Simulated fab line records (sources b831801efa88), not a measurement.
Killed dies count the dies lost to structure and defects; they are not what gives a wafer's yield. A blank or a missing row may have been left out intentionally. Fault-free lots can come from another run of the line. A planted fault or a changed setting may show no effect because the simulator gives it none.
fab line records	flow sky130	part 1 of 2: steps 1 to 31 of 43
record: lots: 5	wafers: 15	lastDay: 49
route steps=708 shown NWELL@34 DNWELL@35 PWDE@45
lots that met no fault: from a run of the same line without faults
startH: hours from the record's first day to the start of the lot's first wafer shown	waitH: hours from the lot's prior step to this one	" as in the row above	L1.1+2: a row that stands for several wafers	- no value, or no start was given	* or withheld: withheld	< > ~ a bound
route shown NAME@n: NAME is a module with steps in the file, n the number in the route of the first one	usual: mean/standard deviation of fault-free wafers	same: alike in all rows	chamber/n: place in a boat	sites: readings site by site	_std_site: their standard deviation	_edge_site: outer sites' mean less inner sites'	radiusMm: for every site, how far away it sits from the centre of the wafer	mask NAME#n: copy n	behind: the last tool/chamber to shape the wafer	hold: why the lot went on hold/how many hours it stayed there/how the hold came to an end	device: whichever transistor did not switch (one of n, p or np)	end of line: the same wafers' tests at the end of the route	step lacking rows: just its recipe	killed: dies lost to structure and defects at the first sort, not the wafer's yield	map: dies across one wafer; x = killed, . = not, _ = none there
set.NAME: the setting that was run; set.NAME@STEP: the one run at that earlier step	model.NAME: the simulator's own value behind a step, which no gauge read
certain route steps with their lots: each step a table, each wafer a row
services: when a tool's chamber went out of use (startH, in hours from the record's first day, below 0 if earlier), for how many hours, and the reason
== steps ==
step: SKY_NWELL_THK_MEAS_02
recipe: reads: SiO2_of_NWELL_OXIDATION_01
usual: NWELL_OXIDATION_THK: 10.04/0.21
lot.wafer	tool	chamber	startH	waitH	NWELL_OXIDATION_THK[nm]
L077.2	filmMetro-02	-	51.31	0.0	10.24
L077.3	"	-	"	"	10.09
L077.4	"	-	"	"	10.31
L078.2	filmMetro-02	-	58.04	0.0	10.27
L078.4	"	-	"	"	10.21
L078.6	"	-	"	"	10.15
L083.1	filmMetro-04	-	82.58	0.0	10.13
L083.2	"	-	"	"	10.06
L083.3	"	-	"	"	10.04
L088.1	filmMetro-03	-	109.29	0.0	9.99
L088.2	"	-	"	"	10.01
L088.3	"	-	"	"	10.16
L092.2	filmMetro-02	-	129.72	0.0	9.85
L092.4	"	-	"	"	9.54
L092.5	"	-	"	"	9.77
step: SKY_DNWELL_DEHYDRATE_00
recipe: tempC: 200	timeS: 60
lot.wafer	tool	chamber	startH	waitH
L077.2+3+4	lithoTrack-03	0	58.58	7.3
L078.2+4+6	lithoTrack-03	0	65.83	7.8
L083.1+2+3	lithoTrack-03	0	90.90	8.3
L088.1+2+3	lithoTrack-03	0	117.50	8.2
L092.2+4+5	lithoTrack-04	0	138.82	9.1
step: SKY_DNWELL_HMDS_01
recipe: primeTimeS: 60	primeTempC: 120
usual: primeTempC: 120.02/0.14
lot.wafer	tool	chamber	startH	waitH	primeTempC
L077.2	lithoTrack-03	0	58.73	0.1	120.01
L077.3	"	0	"	"	120.04
L077.4	"	0	"	"	120.03
L078.2	lithoTrack-03	0	65.98	0.1	120.16
L078.4	"	0	"	"	120.17
L078.6	"	0	"	"	119.92
L083.1	lithoTrack-03	0	91.05	0.1	120.10
L083.2	"	0	"	"	120.17
L083.3	"	0	"	"	120.14
L088.1	lithoTrack-03	0	117.65	0.1	120.10
L088.2	"	0	"	"	120.10
L088.3	"	0	"	"	120.00
L092.2	lithoTrack-04	0	138.97	0.1	120.09
L092.4	"	0	"	"	120.06
L092.5	"	0	"	"	120.15
step: SKY_DNWELL_COAT_02
recipe: spinRpm: 2000	resistThkNm: 3000
lot.wafer	tool	chamber	startH	waitH
L077.2+3+4	lithoTrack-03	0	58.88	0.1
L078.2+4+6	lithoTrack-03	0	66.13	0.1
L083.1+2+3	lithoTrack-03	0	91.20	0.1
L088.1+2+3	lithoTrack-03	0	117.80	0.1
L092.2+4+5	lithoTrack-04	0	139.12	0.1
step: SKY_DNWELL_SOFTBAKE_03
recipe: tempC: 110	timeS: withheld
lot.wafer	tool	chamber	startH	waitH
L077.2+3+4	lithoTrack-03	0	59.03	0.1
L078.2+4+6	lithoTrack-03	0	66.28	0.1
L083.1+2+3	lithoTrack-03	0	91.35	0.1
L088.1+2+3	lithoTrack-03	0	117.95	0.1
L092.2+4+5	lithoTrack-04	0	139.28	0.1
step: SKY_DNWELL_EXPOSE_04
recipe: maskId: DNM	na: 0.57	targetCdNm: 3000	doseMj: 222
usual: focusOffsetNm: 0.0/0.49
lot.wafer	tool	chamber	startH	waitH	mask	focusOffsetNm
L077.2	ilineStepper-02	0	-	-	DNM#0	-0.2
L077.3	"	0	"	"	DNM#0	0.0
L077.4	"	0	"	"	DNM#0	-0.6
L078.2	ilineStepper-02	0	-	-	DNM#0	-1.1
L078.4	"	0	"	"	DNM#0	-0.5
L078.6	"	0	"	"	DNM#0	0.1
L083.1	ilineStepper-01	0	-	-	DNM#0	0.1
L083.2	"	0	"	"	DNM#0	-0.1
L083.3	"	0	"	"	DNM#0	-0.1
L088.1	ilineStepper-01	0	-	-	DNM#0	-0.6
L088.2	"	0	"	"	DNM#0	-1.2
L088.3	"	0	"	"	DNM#0	-0.5
L092.2	ilineStepper-02	0	-	-	DNM#0	0.1
L092.4	"	0	"	"	DNM#0	0.2
L092.5	"	0	"	"	DNM#0	0.8
step: SKY_DNWELL_PEB_05
recipe: tempC: 115	timeS: withheld
lot.wafer	tool	chamber	startH	waitH
L077.2+3+4	lithoTrack-04	0	-	-
L078.2+4+6	lithoTrack-03	0	-	-
L083.1+2+3	lithoTrack-02	0	-	-
L088.1+2+3	lithoTrack-02	0	-	-
L092.2+4+5	lithoTrack-03	0	-	-
step: SKY_DNWELL_DEVELOP_06
recipe: wallAngleDeg: 90	developer: TMAH	developTimeS: 60	devTempC: 23
lot.wafer	tool	chamber	startH	waitH
L077.2+3+4	lithoTrack-04	0	-	-
L078.2+4+6	lithoTrack-03	0	-	-
L083.1+2+3	lithoTrack-02	0	-	-
L088.1+2+3	lithoTrack-02	0	-	-
L092.2+4+5	lithoTrack-03	0	-	-
step: SKY_DNWELL_IMPLANT_07
recipe: species: P	energyKev: withheld	doseCm2: withheld	tiltDeg: withheld
usual: endStationPressureTorr: 5.01e-06/2.6e-07
lot.wafer	tool	chamber	startH	waitH	endStationPressureTorr
L077.2	implanter-03	0	66.92	-	4.82e-06
L077.3	"	0	"	"	4.57e-06
L077.4	"	0	"	"	5.01e-06
L078.2	implanter-01	0	73.83	-	5.48e-06
L078.4	"	0	"	"	4.78e-06
L078.6	"	0	"	"	4.58e-06
L083.1	implanter-02	0	100.32	-	5.17e-06
L083.2	"	0	"	"	5.16e-06
L083.3	"	0	"	"	5.18e-06
L088.1	implanter-03	0	127.47	-	4.99e-06
L088.2	"	0	"	"	5e-06
L088.3	"	0	"	"	5.15e-06
L092.2	implanter-01	0	148.88	-	5.38e-06
L092.4	"	0	"	"	5.28e-06
L092.5	"	0	"	"	5.29e-06
step: SKY_DNWELL_STRIP_08
recipe: chemistry: O2/N2	powerW: 1400	pressureMtorr: 1500	platenTempC: withheld	o2FlowSccm: 3000	n2FlowSccm: 300	overashFraction: 0.5
usual: drypumpMotorCurrentA: 5.4/0.39	oesProductAu: 0.723/0.004	stripTimeToEndpointS: 36.90/0.1
lot.wafer	tool	chamber	startH	waitH	drypumpMotorCurrentA	oesProductAu	rfHoursCounterH	stripTimeToEndpointS
L077.2	plasmaAsher-02	0	67.05	0.1	5.9	0.716	39	37.03
L077.3	"	0	"	"	5.9	0.730	-	36.83
L077.4	"	1	"	"	4.7	0.719	-	36.96
L078.2	plasmaAsher-01	1	73.95	0.1	5.5	0.720	38	36.89
L078.4	"	1	"	"	5.5	0.732	-	36.94
L078.6	"	0	"	"	5.4	0.730	-	37.00
L083.1	plasmaAsher-01	1	100.47	0.1	5.5	0.724	40	36.83
L083.2	"	0	"	"	5.5	0.722	40	36.68
L083.3	"	1	"	"	5.5	0.721	-	36.96
L088.1	plasmaAsher-04	0	127.62	0.1	5.6	0.723	32	36.83
L088.2	"	1	"	"	5.1	0.715	32	36.81
L088.3	"	0	"	"	5.6	0.720	-	36.90
L092.2	plasmaAsher-01	1	149.00	0.1	5.5	0.719	3	36.90
L092.4	"	0	"	"	5.5	0.724	-	36.91
L092.5	"	0	"	"	5.5	0.722	-	36.85
step: SKY_DNWELL_TW_MEAS_09
usual: DNWELL_TW: 1111/8.1
lot.wafer	tool	chamber	startH	waitH	DNWELL_TW
L077.2	filmMetro-02	-	67.16	0.1	1103
L077.3	"	-	"	"	1101
L077.4	"	-	"	"	1106
L078.2	filmMetro-04	-	74.06	0.1	1116
L078.4	"	-	"	"	1119
L078.6	"	-	"	"	1117
L083.1	filmMetro-03	-	100.57	0.1	1120
L083.2	"	-	"	"	1114
L083.3	"	-	"	"	1114
L088.1	filmMetro-04	-	127.72	0.1	1128
L088.2	"	-	"	"	1123
L088.3	"	-	"	"	1124
L092.2	filmMetro-03	-	149.11	0.1	1110
L092.4	"	-	"	"	1112
L092.5	"	-	"	"	1108
step: SKY_PWDE_DEHYDRATE_00
recipe: tempC: 200	timeS: 60
lot.wafer	tool	chamber	startH	waitH
L077.2+3+4	lithoTrack-01	0	74.27	7.1
L078.2+4+6	lithoTrack-04	0	82.07	8.0
L083.1+2+3	lithoTrack-03	0	108.30	7.7
L088.1+2+3	lithoTrack-04	0	136.30	8.6
L092.2+4+5	lithoTrack-01	0	158.42	9.3
step: SKY_PWDE_HMDS_01
recipe: primeTimeS: 60	primeTempC: 120
usual: primeTempC: 120.02/0.12
lot.wafer	tool	chamber	startH	waitH	primeTempC
L077.2	lithoTrack-01	0	74.42	0.1	119.98
L077.3	"	0	"	"	119.92
L077.4	"	0	"	"	119.95
L078.2	lithoTrack-04	0	82.22	0.1	120.08
L078.4	"	0	"	"	120.05
L078.6	"	0	"	"	120.13
L083.1	lithoTrack-03	0	108.45	0.1	119.83
L083.2	"	0	"	"	119.85
L083.3	"	0	"	"	119.98
L088.1	lithoTrack-04	0	136.45	0.1	120.04
L088.2	"	0	"	"	120.07
L088.3	"	0	"	"	120.01
L092.2	lithoTrack-01	0	158.57	0.1	119.92
L092.4	"	0	"	"	119.95
L092.5	"	0	"	"	120.05
step: SKY_PWDE_COAT_02
recipe: spinRpm: 2000	resistThkNm: 3000
lot.wafer	tool	chamber	startH	waitH
L077.2+3+4	lithoTrack-01	0	74.57	0.1
L078.2+4+6	lithoTrack-04	0	82.37	0.1
L083.1+2+3	lithoTrack-03	0	108.60	0.1
L088.1+2+3	lithoTrack-04	0	136.60	0.1
L092.2+4+5	lithoTrack-01	0	158.72	0.1
step: SKY_PWDE_SOFTBAKE_03
recipe: tempC: 110	timeS: withheld
lot.wafer	tool	chamber	startH	waitH
L077.2+3+4	lithoTrack-01	0	74.73	0.1
L078.2+4+6	lithoTrack-04	0	82.53	0.1
L083.1+2+3	lithoTrack-03	0	108.75	0.1
L088.1+2+3	lithoTrack-04	0	136.75	0.1
L092.2+4+5	lithoTrack-01	0	158.88	0.1
step: SKY_PWDE_EXPOSE_04
recipe: maskId: PWDEM	na: 0.6	sourceShape: conventional	sigmaOuter: 0.6	polarization: unpolarized	targetCdNm: 840	doseMj: 214
usual: focusOffsetNm: 0.1/0.53
lot.wafer	tool	chamber	startH	waitH	mask	focusOffsetNm
L077.2	ilineStepper-02	0	-	-	PWDEM#0	0.7
L077.3	"	0	"	"	PWDEM#0	0.2
L077.4	"	0	"	"	PWDEM#0	-0.2
L078.2	ilineStepper-02	0	-	-	PWDEM#0	0.5
L078.4	"	0	"	"	PWDEM#0	0.4
L078.6	"	0	"	"	PWDEM#0	-0.1
L083.1	ilineStepper-01	0	-	-	PWDEM#0	-0.4
L083.2	"	0	"	"	PWDEM#0	0.0
L083.3	"	0	"	"	PWDEM#0	0.1
L088.1	ilineStepper-02	0	-	-	PWDEM#0	0.0
L088.2	"	0	"	"	PWDEM#0	0.2
L088.3	"	0	"	"	PWDEM#0	0.1
L092.2	ilineStepper-01	0	-	-	PWDEM#0	0.1
L092.4	"	0	"	"	PWDEM#0	0.2
L092.5	"	0	"	"	PWDEM#0	0.6
step: SKY_PWDE_PEB_05
recipe: tempC: 115	timeS: withheld
lot.wafer	tool	chamber	startH	waitH
L077.2+3+4	lithoTrack-03	0	-	-
L078.2+4+6	lithoTrack-01	0	-	-
L083.1+2+3	lithoTrack-01	0	-	-
L088.1+2+3	lithoTrack-01	0	-	-
L092.2+4+5	lithoTrack-01	0	-	-
step: SKY_PWDE_DEVELOP_06
recipe: wallAngleDeg: 90	developer: TMAH	developTimeS: 60	devTempC: 23
lot.wafer	tool	chamber	startH	waitH
L077.2+3+4	lithoTrack-03	0	-	-
L078.2+4+6	lithoTrack-01	0	-	-
L083.1+2+3	lithoTrack-01	0	-	-
L088.1+2+3	lithoTrack-01	0	-	-
L092.2+4+5	lithoTrack-01	0	-	-
step: SKY_PWDE_OVL_MEAS_07
usual: PWDE_OVL: 1.2/1.5
lot.wafer	tool	chamber	startH	waitH	PWDE_OVL[nm]
L077.2	overlay-01	-	83.26	-	1.3
L077.3	"	-	"	"	3.0
L077.4	"	-	"	"	1.5
L078.2	overlay-01	-	91.30	-	-2.9
L078.4	"	-	"	"	-1.3
L078.6	"	-	"	"	-1.0
L083.1	overlay-01	-	117.10	-	-1.0
L083.2	"	-	"	"	-1.0
L083.3	"	-	"	"	-1.7
L088.1	overlay-01	-	146.35	-	1.1
L088.2	"	-	"	"	-0.7
L088.3	"	-	"	"	1.2
L092.2	overlay-02	-	169.55	-	-1.0
L092.4	"	-	"	"	-2.0
L092.5	"	-	"	"	-2.3
step: SKY_PWDE_IMPLANT_08
recipe: species: B	energyKev: 152.2	doseCm2: 3.6e+12	tiltDeg: withheld
usual: beamOnS: 9.96/0.2	endStationPressureTorr: 4.99e-06/2.6e-07
lot.wafer	tool	chamber	startH	waitH	beamOnS	endStationPressureTorr
L077.2	implanter-03	0	83.31	0.0	9.54	4.97e-06
L077.3	"	0	"	"	10.22	4.93e-06
L077.4	"	0	"	"	9.85	4.75e-06
L078.2	implanter-04	0	91.36	0.0	10.02	5.09e-06
L078.4	"	0	"	"	9.65	4.65e-06
L078.6	"	0	"	"	9.78	4.99e-06
L083.1	implanter-04	0	117.13	0.0	10.23	4.98e-06
L083.2	"	0	"	"	9.86	4.82e-06
L083.3	"	0	"	"	9.92	5.19e-06
L088.1	implanter-03	0	146.38	0.0	9.49	4.95e-06
L088.2	"	0	"	"	9.83	5.19e-06
L088.3	"	0	"	"	10.06	4.61e-06
L092.2	implanter-01	0	169.61	0.0	10.15	5.13e-06
L092.4	"	0	"	"	9.91	5.17e-06
L092.5	"	0	"	"	10.26	4.75e-06
step: SKY_PWDE_STRIP_09
recipe: chemistry: O2/N2	powerW: 1400	pressureMtorr: 1500	platenTempC: withheld	o2FlowSccm: 3000	n2FlowSccm: 300	overashFraction: 0.5
usual: drypumpMotorCurrentA: 5.5/0.48	oesProductAu: 0.722/0.0042	stripTimeToEndpointS: 36.94/0.095
lot.wafer	tool	chamber	startH	waitH	drypumpMotorCurrentA	oesProductAu	rfHoursCounterH	stripTimeToEndpointS
L077.2	plasmaAsher-03	0	83.44	0.1	6.0	0.725	41	37.02
L077.3	"	1	"	"	5.6	0.719	-	37.02
L077.4	"	0	"	"	6.0	0.724	-	37.03
L078.2	plasmaAsher-02	0	91.48	0.1	5.8	0.727	42	37.03
L078.4	"	1	"	"	4.7	0.724	-	37.04
L078.6	"	0	"	"	5.8	0.718	-	37.19
L083.1	plasmaAsher-02	0	117.28	0.1	5.9	0.723	44	36.89
L083.2	"	1	"	"	4.7	0.718	44	36.93
L083.3	"	1	"	"	4.7	0.720	-	36.91
L088.1	plasmaAsher-03	0	146.53	0.1	6.0	0.723	47	36.93
L088.2	"	1	"	"	5.6	0.728	47	37.02
L088.3	"	1	"	"	5.6	0.718	-	36.92
L092.2	plasmaAsher-02	1	169.73	0.1	4.7	0.722	49	36.93
L092.4	"	1	"	"	4.7	0.725	-	36.91
L092.5	"	1	"	"	4.7	0.722	-	36.89
step: SKY_PWDE_TW_MEAS_10
usual: PWDE_TW: 374.4/2.3
lot.wafer	tool	chamber	startH	waitH	PWDE_TW
L077.2	filmMetro-04	-	83.55	0.1	376.7
L077.3	"	-	"	"	374.8
L077.4	"	-	"	"	376.3
L078.2	filmMetro-02	-	91.59	0.1	371.9
L078.4	"	-	"	"	372.2
L078.6	"	-	"	"	374.3
L083.1	filmMetro-04	-	117.38	0.1	376.8
L083.2	"	-	"	"	378.2
L083.3	"	-	"	"	378.6
L088.1	filmMetro-03	-	146.63	0.1	371.5
L088.2	"	-	"	"	372.9
L088.3	"	-	"	"	372.4
L092.2	filmMetro-03	-	169.84	0.1	373.0
L092.4	"	-	"	"	372.8
L092.5	"	-	"	"	372.1
step: SKY_NWELL_DEHYDRATE_03
recipe: tempC: 200	timeS: 60
lot.wafer	tool	chamber	startH	waitH
L077.2+3+4	lithoTrack-04	0	91.57	8.0
L078.2+4+6	lithoTrack-04	0	99.87	8.3
L083.1+2+3	lithoTrack-01	0	126.40	9.0
L088.1+2+3	lithoTrack-01	0	155.80	9.2
L092.2+4+5	lithoTrack-02	0	179.59	9.7
step: SKY_NWELL_HMDS_04
recipe: primeTimeS: 60	primeTempC: 120
usual: primeTempC: 120.01/0.12
lot.wafer	tool	chamber	startH	waitH	primeTempC
L077.2	lithoTrack-04	0	91.72	0.1	120.07
L077.3	"	0	"	"	119.92
L077.4	"	0	"	"	119.89
L078.2	lithoTrack-04	0	100.02	0.1	120.09
L078.4	"	0	"	"	119.90
L078.6	"	0	"	"	119.91
L083.1	lithoTrack-01	0	126.55	0.1	120.15
L083.2	"	0	"	"	119.96
L083.3	"	0	"	"	119.87
L088.1	lithoTrack-01	0	155.95	0.1	120.08
L088.2	"	0	"	"	119.94
L088.3	"	0	"	"	119.97
L092.2	lithoTrack-02	0	179.74	0.1	119.88
L092.4	"	0	"	"	120.20
L092.5	"	0	"	"	120.09
step: SKY_NWELL_COAT_05
recipe: spinRpm: 2000	resistThkNm: 3000
lot.wafer	tool	chamber	startH	waitH
L077.2+3+4	lithoTrack-04	0	91.87	0.1
L078.2+4+6	lithoTrack-04	0	100.17	0.1
L083.1+2+3	lithoTrack-01	0	126.70	0.1
L088.1+2+3	lithoTrack-01	0	156.10	0.1
L092.2+4+5	lithoTrack-02	0	179.89	0.1
step: SKY_NWELL_SOFTBAKE_06
recipe: tempC: 110	timeS: withheld
lot.wafer	tool	chamber	startH	waitH
L077.2+3+4	lithoTrack-04	0	92.03	0.1
L078.2+4+6	lithoTrack-04	0	100.33	0.1
L083.1+2+3	lithoTrack-01	0	126.85	0.1
L088.1+2+3	lithoTrack-01	0	156.25	0.1
L092.2+4+5	lithoTrack-02	0	180.05	0.1
step: SKY_NWELL_EXPOSE_07
recipe: maskId: NWM	na: 0.6	sourceShape: conventional	sigmaOuter: 0.6	polarization: unpolarized	targetCdNm: 840	doseMj: 255
usual: focusOffsetNm: 0.0/0.55
lot.wafer	tool	chamber	startH	waitH	mask	focusOffsetNm
L077.2	ilineStepper-02	0	-	-	NWM#0	0.8
L077.3	"	0	"	"	NWM#0	-0.1
L077.4	"	0	"	"	NWM#0	-0.6
L078.2	ilineStepper-02	0	-	-	NWM#0	-0.1
L078.4	"	0	"	"	NWM#0	0.3
L078.6	"	0	"	"	NWM#0	0.2
L083.1	ilineStepper-02	0	-	-	NWM#0	-0.3
L083.2	"	0	"	"	NWM#0	0.1
L083.3	"	0	"	"	NWM#0	-0.2
L088.1	ilineStepper-01	0	-	-	NWM#0	0.1
L088.2	"	0	"	"	NWM#0	-0.6
L088.3	"	0	"	"	NWM#0	0.5
L092.2	ilineStepper-01	0	-	-	NWM#0	-0.1
L092.4	"	0	"	"	NWM#0	0.5
L092.5	"	0	"	"	NWM#0	0.1
step: SKY_NWELL_PEB_08
recipe: tempC: 115	timeS: withheld
lot.wafer	tool	chamber	startH	waitH
L077.2+3+4	lithoTrack-04	0	-	-
L078.2+4+6	lithoTrack-01	0	-	-
L083.1+2+3	lithoTrack-01	0	-	-
L088.1+2+3	lithoTrack-01	0	-	-
L092.2+4+5	lithoTrack-02	0	-	-
step: SKY_NWELL_DEVELOP_09
recipe: wallAngleDeg: 90	developer: TMAH	developTimeS: 60	devTempC: 23
lot.wafer	tool	chamber	startH	waitH
L077.2+3+4	lithoTrack-04	0	-	-
L078.2+4+6	lithoTrack-01	0	-	-
L083.1+2+3	lithoTrack-01	0	-	-
L088.1+2+3	lithoTrack-01	0	-	-
L092.2+4+5	lithoTrack-02	0	-	-
step: SKY_NWELL_OVL_MEAS_10
usual: NWELL_00_OVL: 1.1/1.2
lot.wafer	tool	chamber	startH	waitH	NWELL_00_OVL[nm]
L077.2	overlay-02	-	100.85	-	0.3
L077.3	"	-	"	"	1.5
L077.4	"	-	"	"	0.1
L078.2	overlay-02	-	108.60	-	2.0
L078.4	"	-	"	"	0.2
L078.6	"	-	"	"	0.8
L083.1	overlay-02	-	136.05	-	3.7
L083.2	"	-	"	"	-0.1
L083.3	"	-	"	"	0.6
L088.1	overlay-01	-	166.40	-	1.7
L088.2	"	-	"	"	0.9
L088.3	"	-	"	"	1.9
L092.2	overlay-01	-	191.12	-	3.1
L092.4	"	-	"	"	3.3
L092.5	"	-	"	"	2.3
step: SKY_NWELL_IMPLANT_11
recipe: species: P	energyKev: 400	doseCm2: 1.9e+13	tiltDeg: withheld
usual: beamOnS: 9.97/0.19	endStationPressureTorr: 5.09e-06/2.9e-07
lot.wafer	tool	chamber	startH	waitH	beamOnS	endStationPressureTorr
L077.2	implanter-04	0	100.91	0.0	10.03	4.49e-06
L077.3	"	0	"	"	10.18	5.14e-06
L077.4	"	0	"	"	9.86	5.31e-06
L078.2	implanter-01	0	108.66	0.0	9.92	5.22e-06
L078.4	"	0	"	"	9.96	5.34e-06
L078.6	"	0	"	"	10.01	5e-06
L083.1	implanter-04	0	136.08	0.0	9.86	5.72e-06
L083.2	"	0	"	"	9.53	5.6e-06
L083.3	"	0	"	"	10.00	4.86e-06
L088.1	implanter-04	0	166.43	0.0	9.69	4.27e-06
L088.2	"	0	"	"	9.97	5.18e-06
L088.3	"	0	"	"	9.97	5.15e-06
L092.2	implanter-02	0	191.18	0.0	10.05	5.46e-06
L092.4	"	0	"	"	10.01	5.48e-06
L092.5	"	0	"	"	9.91	5.21e-06
